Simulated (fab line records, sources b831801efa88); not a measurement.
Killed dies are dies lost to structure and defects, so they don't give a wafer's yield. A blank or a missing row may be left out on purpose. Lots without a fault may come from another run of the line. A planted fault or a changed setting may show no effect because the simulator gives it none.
fab line records | flow sky130
record lots=14 wafers=42 last_day=50
route steps=708 shown GATE_OXIDE@201 LDD_P@265 POLY_CUT@319 SD_P@330 RES_XHIGH@340
lots that met no fault: from a run of the same line without faults
start_h: hours from the record's first day to the start of the lot's first wafer shown | wait_h: hours since the lot's step before | " the same as in the row above | L1.1+2: a row that stands for several wafers | - no value, or no start given | * or withheld: withheld | < > ~ a bound
route shown NAME@n: a module of which the file shows steps, and the number in the route of the first | usual: mean/standard deviation of fault-free wafers | same: alike in all rows | chamber/n: place in a boat | sites: the reading at each site | _std_site: their standard deviation | _edge_site: outer sites' mean less inner sites' | radius_mm: how far each site lies from the wafer's centre | mask NAME#n: copy n | behind: the tool/chamber that last shaped the wafer | hold: why the lot was held/for how many hours/how that ended | device: the transistor (n, p or np) that didn't switch | end of line: the same wafers' tests at the end of the route | a step without rows: its recipe alone | killed: dies lost to structure and defects at the first sort, not the wafer's yield | map: a wafer's dies, x killed, . not, _ none there
set.NAME: the setting as run; set.NAME@STEP: as run at that earlier step | model.NAME: the simulator's own value behind a step, which no gauge read
steps of the route over a sample of lots; a table a step, a row a wafer
services: from which hour (start_h, from the record's first day; less than 0 if before it) a tool's chamber was out of use, for how many hours, and why
## steps
# step SKY_GATE_OXIDE_TW_MEAS_14
# usual GATE_OXIDE_TW=225.7/1.6
# columns lot.wafer tool chamber start_h wait_h GATE_OXIDE_TW
L577.2 film_metro-04 - 316.57 0.1 226.9
L577.3 " - " " 226.7
L577.6 " - " " 227.1
L579.1 film_metro-04 - 328.91 0.1 226.4
L579.2 " - " " 224.7
L579.5 " - " " 225.4
L581.1 film_metro-01 - 367.61 0.1 225.8
L581.2 " - " " 227.5
L581.6 " - " " 227.1
L583.3 film_metro-03 - 371.77 0.1 223.4
L583.4 " - " " 224.8
L583.6 " - " " 224.7
L582.3 film_metro-01 - 372.18 0.1 226.7
L582.4 " - " " 226.3
L582.5 " - " " 225.8
L584.1 film_metro-01 - 378.90 0.1 227.0
L584.2 " - " " 227.0
L584.3 " - " " 225.9
L585.1 film_metro-01 - 386.60 0.1 226.7
L585.3 " - " " 225.0
L585.6 " - " " 225.6
L586.2 film_metro-04 - 395.46 0.1 226.0
L586.5 " - " " 226.2
L586.6 " - " " 225.0
L589.1 film_metro-04 - 424.95 0.1 226.5
L589.3 " - " " 226.3
L589.4 " - " " 225.5
L588.2 film_metro-03 - 432.27 0.1 222.3
L588.4 " - " " 221.9
L588.5 " - " " 222.7
L593.1 film_metro-04 - 459.36 0.1 227.0
L593.2 " - " " 226.8
L593.5 " - " " 227.8
L595.3 film_metro-03 - 472.32 0.1 224.7
L595.5 " - " " 223.6
L595.6 " - " " 223.2
L598.3 film_metro-04 - 492.57 0.1 227.3
L598.4 " - " " 226.0
L598.5 " - " " 227.1
L599.1 film_metro-03 - 504.00 0.1 224.5
L599.2 " - " " 225.3
L599.5 " - " " 224.7
# step SKY_LDD_P_STRIP_10
# recipe chemistry=O2/N2 power_w=1400 pressure_mtorr=1500 platen_temp_c=withheld o2_flow_sccm=3000 n2_flow_sccm=300 overash_fraction=0.5
# usual chamber_pressure_mTorr=1500.1/1.4 drypump_motor_current_A=6.00/0.25 oes_product_au=0.715/0.0048 strip_time_to_endpoint_s=14.18/0.04
# columns lot.wafer tool chamber start_h wait_h chamber_pressure_mTorr drypump_motor_current_A oes_product_au rf_hours_counter_h strip_time_to_endpoint_s
L577.2 plasma_asher-04 0 445.12 0.1 1499.4 5.98 0.717 70 14.15
L577.3 " 0 " " 1499.1 6.01 0.713 - 14.14
L577.6 " 0 " " 1498.8 5.99 0.715 - 14.17
L579.1 plasma_asher-03 1 459.16 0.1 1499.0 6.26 0.713 66 14.17
L579.2 " 0 " " 1500.3 6.15 0.720 66 14.18
L579.5 " 0 " " 1499.4 6.20 0.718 - 14.15
L581.1 plasma_asher-04 1 501.43 0.1 1501.1 5.56 0.718 75 14.19
L581.2 " 0 " " 1502.1 5.99 0.719 75 14.15
L581.6 " 1 " " 1500.8 5.57 0.711 - 14.20
L582.3 plasma_asher-03 1 506.10 0.1 1502.5 6.29 0.717 - 14.14
L582.4 " 0 " " 1497.6 6.15 0.715 - 14.19
L582.5 " 1 " " 1499.8 6.27 0.704 - 14.19
L583.3 plasma_asher-04 0 507.31 0.1 1498.0 6.00 0.715 - 14.20
L583.4 " 1 " " 1501.6 5.53 0.707 - 14.20
L583.6 " 1 " " 1501.6 5.54 0.712 - 14.21
L584.1 plasma_asher-02 1 515.13 0.1 1499.2 5.76 0.712 7 14.14
L584.2 " 0 " " 1499.7 5.85 0.708 7 14.17
L584.3 " 0 " " 1501.0 5.85 0.716 - 14.14
L585.1 plasma_asher-04 1 522.43 0.1 1500.0 5.57 0.711 77 14.13
L585.3 " 1 " " 1500.3 5.56 0.718 - 14.20
L585.6 " 0 " " 1500.6 5.99 0.712 - 14.22
L586.2 plasma_asher-03 1 530.26 0.1 1500.8 6.27 0.718 73 14.16
L586.5 " 1 " " 1499.7 6.28 0.716 - 14.16
L586.6 " 0 " " 1500.7 6.16 0.710 - 14.13
L589.1 plasma_asher-02 1 555.71 0.1 1502.7 5.74 0.713 11 14.22
L589.3 " 0 " " 1499.3 5.84 0.724 - 14.22
L589.4 " 1 " " 1499.8 5.76 0.720 - 14.21
L588.2 plasma_asher-02 1 564.56 0.1 1500.3 5.76 0.710 12 14.17
L588.4 " 0 " " 1500.9 5.83 0.711 - 14.18
L588.5 " 1 " " 1499.9 5.74 0.710 - 14.18
L593.1 plasma_asher-03 0 588.82 0.1 1500.6 6.11 0.717 79 14.18
L593.2 " 1 " " 1499.3 6.25 0.718 79 14.14
L593.5 " 0 " " 1501.8 6.15 0.720 - 14.16
L595.3 plasma_asher-04 0 599.25 0.1 1499.8 5.96 0.720 - 14.21
L595.5 " 0 " " 1498.5 6.00 0.724 - 14.24
L595.6 " 1 " " 1499.0 5.56 0.721 - 14.15
L598.3 plasma_asher-03 1 620.10 0.1 1500.6 6.28 0.720 - 14.14
L598.4 " 0 " " 1500.6 6.17 0.714 - 14.15
L598.5 " 1 " " 1501.2 6.27 0.723 - 14.19
L599.1 plasma_asher-03 1 630.07 0.1 1499.9 6.28 0.726 83 14.27
L599.2 " 0 " " 1500.6 6.16 0.714 83 14.24
L599.5 " 0 " " 1500.3 6.17 0.717 - 14.27
# step SKY_POLY_CUT_STRIP_12
# recipe chemistry=O2/N2 power_w=1400 pressure_mtorr=1500 platen_temp_c=withheld o2_flow_sccm=3000 n2_flow_sccm=300 overash_fraction=0.5
# usual chamber_pressure_mTorr=1500.0/1.3 drypump_motor_current_A=5.91/0.25 oes_product_au=0.451/0.0043 strip_time_to_endpoint_s=5.349/0.018
# columns lot.wafer tool chamber start_h wait_h chamber_pressure_mTorr drypump_motor_current_A oes_product_au rf_hours_counter_h strip_time_to_endpoint_s
L577.2 plasma_asher-02 1 567.60 0.0 1501.3 5.75 0.459 12 5.393
L577.3 " 1 " " 1501.9 5.75 0.462 - 5.359
L577.6 " 0 " " 1497.5 5.83 0.448 - 5.347
L579.1 plasma_asher-02 1 583.05 0.0 1500.1 5.75 0.456 14 5.350
L579.2 " 0 " " 1500.6 5.83 0.452 14 5.358
L579.5 " 0 " " 1497.9 5.80 0.447 - 5.336
L581.1 plasma_asher-03 0 622.46 0.0 1498.1 6.16 0.453 82 5.347
L581.2 " 1 " " 1499.4 6.28 0.455 82 5.384
L581.6 " 1 " " 1502.2 6.28 0.451 - 5.358
L582.3 plasma_asher-02 1 626.44 0.1 1500.1 5.77 0.442 - 5.315
L582.4 " 0 " " 1499.5 5.81 0.457 - 5.315
L582.5 " 1 " " 1499.6 5.78 0.453 - 5.303
L583.3 plasma_asher-03 0 627.99 0.1 1496.9 6.15 0.453 - 5.345
L583.4 " 1 " " 1499.1 6.25 0.452 - 5.354
L583.6 " 1 " " 1498.1 6.27 0.451 - 5.369
L584.1 plasma_asher-04 0 635.71 0.0 1499.3 5.99 0.453 88 5.359
L584.2 " 1 " " 1499.5 5.59 0.447 88 5.358
L584.3 " 1 " " 1498.8 5.56 0.451 - 5.362
L585.1 plasma_asher-03 0 643.00 0.0 1500.6 6.17 0.451 84 5.344
L585.3 " 0 " " 1499.2 6.20 0.452 - 5.337
L585.6 " 0 " " 1500.8 6.21 0.451 - 5.361
L586.2 plasma_asher-03 1 651.21 0.0 1502.0 6.26 0.454 85 5.345
L586.5 " 0 " " 1498.0 6.15 0.456 - 5.355
L586.6 " 1 " " 1500.0 6.30 0.462 - 5.362
L589.1 plasma_asher-04 1 673.96 0.0 1499.4 5.56 0.457 92 5.352
L589.3 " 0 " " 1500.3 5.98 0.452 - 5.350
L589.4 " 1 " " 1501.9 5.54 0.457 - 5.387
L588.2 plasma_asher-04 0 682.20 0.0 1501.1 5.99 0.453 93 5.356
L588.4 " 0 " " 1500.6 5.96 0.458 - 5.353
L588.5 " 0 " " 1499.3 5.98 0.458 - 5.346
L593.1 plasma_asher-03 0 705.90 0.0 1498.8 6.16 0.440 90 5.358
L593.2 " 1 " " 1499.8 6.27 0.444 90 5.380
L593.5 " 0 " " 1500.2 6.16 0.450 - 5.351
L595.3 plasma_asher-04 0 716.73 0.1 1500.5 6.01 0.443 - 5.366
L595.5 " 0 " " 1498.8 5.98 0.451 - 5.347
L595.6 " 1 " " 1498.6 5.56 0.454 - 5.328
L598.3 plasma_asher-02 1 735.14 0.1 1501.5 5.77 0.452 - 5.363
L598.4 " 0 " " 1502.0 5.82 0.454 - 5.343
L598.5 " 1 " " 1499.4 5.78 0.453 - 5.354
L599.1 plasma_asher-03 1 746.20 0.0 1500.0 6.26 0.445 95 5.357
L599.2 " 0 " " 1499.0 6.17 0.449 95 5.388
L599.5 " 0 " " 1499.6 6.16 0.448 - 5.364
# step SKY_SD_P_STRIP_10
# recipe chemistry=O2/N2 power_w=1400 pressure_mtorr=1500 platen_temp_c=withheld o2_flow_sccm=3000 n2_flow_sccm=300 overash_fraction=0.5
# usual chamber_pressure_mTorr=1500.0/1.4 drypump_motor_current_A=5.7/0.49 oes_product_au=0.618/0.0043 strip_time_to_endpoint_s=17.49/0.037
# columns lot.wafer tool chamber start_h wait_h chamber_pressure_mTorr drypump_motor_current_A oes_product_au rf_hours_counter_h strip_time_to_endpoint_s
L577.2 plasma_asher-03 0 597.01 0.1 1499.9 6.2 0.616 80 17.50
L577.3 " 0 " " 1500.6 6.1 0.613 - 17.50
L577.6 " 0 " " 1500.0 6.1 0.618 - 17.53
L579.1 plasma_asher-03 1 612.66 0.1 1502.8 6.3 0.620 81 17.43
L579.2 " 0 " " 1498.6 6.2 0.620 81 17.42
L579.5 " 0 " " 1500.7 6.1 0.615 - 17.45
L581.1 plasma_asher-04 0 651.58 0.1 1501.1 6.0 0.612 90 17.52
L581.2 " 1 " " 1501.2 5.6 0.621 90 17.51
L581.6 " 0 " " 1499.5 6.0 0.615 - 17.57
L582.3 plasma_asher-03 0 654.20 0.1 1502.2 6.1 0.623 - 17.50
L582.4 " 1 " " 1501.7 6.2 0.615 - 17.45
L582.5 " 1 " " 1499.2 6.2 0.614 - 17.48
L583.3 plasma_asher-01 1 656.00 0.1 1500.4 5.4 0.625 - 17.49
L583.4 " 0 " " 1500.8 5.0 0.620 - 17.45
L583.6 " 1 " " 1501.5 5.4 0.616 - 17.49
L584.1 plasma_asher-04 1 664.76 0.1 1503.5 5.5 0.622 91 17.41
L584.2 " 0 " " 1500.0 6.0 0.621 91 17.49
L584.3 " 1 " " 1499.9 5.5 0.619 - 17.49
L585.1 plasma_asher-03 0 671.71 0.1 - - - - -
L585.3 " 0 " " - - - - -
L585.6 " 1 " " - - - - -
L586.2 plasma_asher-01 1 678.74 0.1 - - - - -
L586.5 " 0 " " - - - - -
L586.6 " 1 " " - - - - -
L589.1 plasma_asher-01 1 702.51 0.1 1500.5 5.4 0.616 58 17.50
L589.3 " 1 " " 1498.4 5.4 0.617 - 17.52
L589.4 " 0 " " 1498.5 5.0 0.621 - 17.53
L588.2 plasma_asher-01 1 710.08 0.1 1498.8 5.5 0.616 59 17.40
L588.4 " 0 " " 1502.7 4.9 0.619 - 17.49
L588.5 " 1 " " 1501.7 5.4 0.621 - 17.44
L593.1 plasma_asher-01 0 733.48 0.1 1498.9 4.9 0.619 61 17.49
L593.2 " 1 " " 1499.9 5.5 0.612 61 17.51
L593.5 " 0 " " 1499.6 4.9 0.619 - 17.51
L595.3 plasma_asher-01 1 745.04 0.1 1497.5 5.5 0.616 - 17.52
L595.5 " 0 " " 1498.8 4.9 0.623 - 17.54
L595.6 " 1 " " 1499.4 5.4 0.616 - 17.54
L598.3 plasma_asher-01 0 761.96 0.1 1499.2 5.0 0.621 - 17.55
L598.4 " 1 " " 1500.1 5.4 0.614 - 17.55
L598.5 " 1 " " 1501.3 5.4 0.614 - 17.53
L599.1 plasma_asher-03 0 774.21 0.1 1500.1 6.2 0.619 98 17.53
L599.2 " 1 " " 1502.9 6.3 0.623 98 17.53
L599.5 " 0 " " 1498.4 6.2 0.623 - 17.54
# step SKY_RES_XHIGH_STRIP_08
# recipe chemistry=O2/N2 power_w=1400 pressure_mtorr=1500 platen_temp_c=withheld o2_flow_sccm=3000 n2_flow_sccm=300 overash_fraction=0.5
# usual chamber_pressure_mTorr=1500.1/1.6 drypump_motor_current_A=5.6/0.45 oes_product_au=0.711/0.0042 strip_time_to_endpoint_s=14.29/0.041
# columns lot.wafer tool chamber start_h wait_h chamber_pressure_mTorr drypump_motor_current_A oes_product_au rf_hours_counter_h strip_time_to_endpoint_s
L577.2 plasma_asher-02 1 625.70 0.1 1499.0 5.8 0.709 18 14.25
L577.3 " 1 " " 1502.5 5.8 0.710 - 14.31
L577.6 " 1 " " 1500.3 5.8 0.714 - 14.32
L579.1 plasma_asher-02 0 641.55 0.1 1501.7 5.8 0.710 19 14.31
L579.2 " 1 " " 1500.3 5.8 0.709 19 14.31
L579.5 " 1 " " 1500.4 5.8 0.712 - 14.29
L581.1 plasma_asher-01 1 680.22 0.1 1500.8 5.4 0.718 56 14.33
L581.2 " 0 " " 1501.8 4.9 0.704 56 14.32
L581.6 " 0 " " 1498.4 4.9 0.712 - 14.31
L582.3 plasma_asher-02 0 682.60 0.1 1500.2 5.8 0.712 - 14.24
L582.4 " 1 " " 1499.7 5.8 0.706 - 14.26
L582.5 " 0 " " 1499.9 5.8 0.711 - 14.23
L583.3 plasma_asher-03 0 684.34 0.1 1500.8 6.2 0.710 - 14.24
L583.4 " 1 " " 1498.2 6.3 0.719 - 14.24
L583.6 " 0 " " 1499.2 6.2 0.709 - 14.19
L584.1 plasma_asher-03 1 692.57 0.1 1500.3 6.3 0.709 89 14.25
L584.2 " 0 " " 1499.5 6.2 0.711 89 14.28
L584.3 " 0 " " 1499.6 6.1 0.717 - 14.28
L585.1 plasma_asher-03 1 699.25 0.1 1500.8 6.3 0.722 89 31.44
L585.3 " 1 " " 1499.7 6.3 0.711 - 31.37
L585.6 " 0 " " 1500.1 6.1 0.713 - 31.37
L586.2 plasma_asher-02 0 706.50 0.1 1502.0 5.8 0.720 26 31.29
L586.5 " 0 " " 1497.3 5.8 0.721 - 31.30
L586.6 " 1 " " 1499.2 5.8 0.710 - 31.27
L589.1 plasma_asher-02 1 729.91 0.1 1501.3 5.8 0.716 28 14.29
L589.3 " 1 " " 1496.7 5.8 0.715 - 14.29
L589.4 " 0 " " 1497.9 5.8 0.715 - 14.29
L588.2 plasma_asher-02 0 738.36 0.1 1499.8 5.9 0.709 29 14.33
L588.4 " 0 " " 1499.0 5.8 0.704 - 14.25
L588.5 " 0 " " 1498.5 5.8 0.712 - 14.31
L593.1 plasma_asher-01 1 760.56 0.1 1502.4 5.4 0.704 65 14.23
L593.2 " 0 " " 1500.8 4.9 0.712 65 14.30
L593.5 " 0 " " 1498.0 4.9 0.712 - 14.28
L595.3 plasma_asher-01 0 771.88 0.1 1497.1 5.0 0.715 - 14.24
L595.5 " 1 " " 1500.0 5.4 0.715 - 14.21
L595.6 " 0 " " 1496.5 4.9 0.718 - 14.28
L598.3 plasma_asher-03 1 788.69 0.1 1500.6 6.3 0.720 - 14.32
L598.4 " 0 " " 1500.2 6.2 0.712 - 14.30
L598.5 " 1 " " 1500.2 6.3 0.711 - 14.35
L599.1 plasma_asher-01 0 801.40 0.1 1498.7 4.9 0.710 68 14.37
L599.2 " 1 " " 1499.4 5.4 0.708 68 14.33
L599.5 " 1 " " 1501.4 5.4 0.706 - 14.30
# step SKY_RES_XHIGH_TW_MEAS_09
# usual RES_XHIGH_TW=1655/19
# columns lot.wafer tool chamber start_h wait_h RES_XHIGH_TW
L577.2 film_metro-03 - 625.81 0.1 1643
L577.3 " - " " 1639
L577.6 " - " " 1644
L579.1 film_metro-01 - 641.65 0.1 1664
L579.2 " - " " 1673
L579.5 " - " " 1664
L581.1 film_metro-01 - 680.32 0.1 1673
L581.2 " - " " 1668
L581.6 " - " " 1679
L582.3 film_metro-03 - 682.69 0.1 1624
L582.4 " - " " 1626
L582.5 " - " " 1627
L583.3 film_metro-02 - 684.43 0.1 1669
L583.4 " - " " 1663
L583.6 " - " " 1664
L584.1 film_metro-03 - 692.67 0.1 1629
L584.2 " - " " 1627
L584.3 " - " " 1629
L585.1 film_metro-01 - 699.35 0.1 31
L585.3 " - " " 31
L585.6 " - " " 31
L586.2 film_metro-01 - 706.61 0.1 31
L586.5 " - " " 31
L586.6 " - " " 31
L589.1 film_metro-01 - 730.01 0.1 1680
L589.3 " - " " 1682
L589.4 " - " " 1678
L588.2 film_metro-03 - 738.47 0.1 1652
L588.4 " - " " 1640
L588.5 " - " " 1644
L593.1 film_metro-01 - 760.66 0.1 1669
L593.2 " - " " 1667
L593.5 " - " " 1668
L595.3 film_metro-03 - 771.97 0.1 1644
L595.5 " - " " 1635
L595.6 " - " " 1648
L598.3 film_metro-03 - 788.78 0.1 1633
L598.4 " - " " 1636
L598.5 " - " " 1648
L599.1 film_metro-03 - 801.50 0.1 1637
L599.2 " - " " 1639
L599.5 " - " " 1645
## services
# columns tool chamber start_h hours kind
plasma_asher-02 - 421.25 9.0 pm
plasma_asher-02 0 421.25 9.0 vent_cycle
plasma_asher-02 1 421.25 9.0 vent_cycle
plasma_asher-02 0 430.25 - clean
plasma_asher-02 1 430.25 - clean
plasma_asher-02 - 433.46 14.6 pm
plasma_asher-04 - 476.09 2.2 repair
plasma_asher-03 - 536.96 2.8 pm
plasma_asher-02 - 604.87 2.8 pm
plasma_asher-01 - 663.86 1.5 repair
plasma_asher-04 - 731.40 12.5 pm
plasma_asher-04 - 743.87 9.0 pm
plasma_asher-04 0 743.87 9.0 vent_cycle
plasma_asher-04 1 743.87 9.0 vent_cycle
plasma_asher-04 0 752.87 - clean
plasma_asher-04 1 752.87 - clean
## key
first_sign step=SKY_SD_P_STRIP_10 reading=tool_record direction=missing
effect step=SKY_RES_XHIGH_STRIP_08 reading=strip_time_to_endpoint_s direction=up sigmas=99+ usual=* struck=*
effect step=SKY_RES_XHIGH_TW_MEAS_09 reading=RES_XHIGH_TW direction=down sigmas=84 usual=1655 struck=31
met_at SKY_SD_P_STRIP_10
struck_lots L585,L586
sort_left_out L585.1,L585.3,L585.6,L586.2,L586.5,L586.6
tester_left_out L585,L586
not_acting_at SKY_GATE_OXIDE_TW_MEAS_14,SKY_LDD_P_STRIP_10,SKY_POLY_CUT_STRIP_12
onset_between 656.00 671.71
fault kind=skipped_step_whole tool=plasma_asher-01,plasma_asher-03 chamber=- onset_h=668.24 steps=SKY_SD_P_STRIP_10 scope=struck_lots_only
# tester_left_out: of these lots the tester's yield and bins aren't shown, on N5 and GAA mostly nor the transistor test; their killed dies are dies lost to structure and defects alone, not to doping, threshold or leakage, so they don't give the yield
# sort_left_out: the simulated sort isn't trusted on such a fault, so these wafers' sort isn't shown, and their yield isn't known
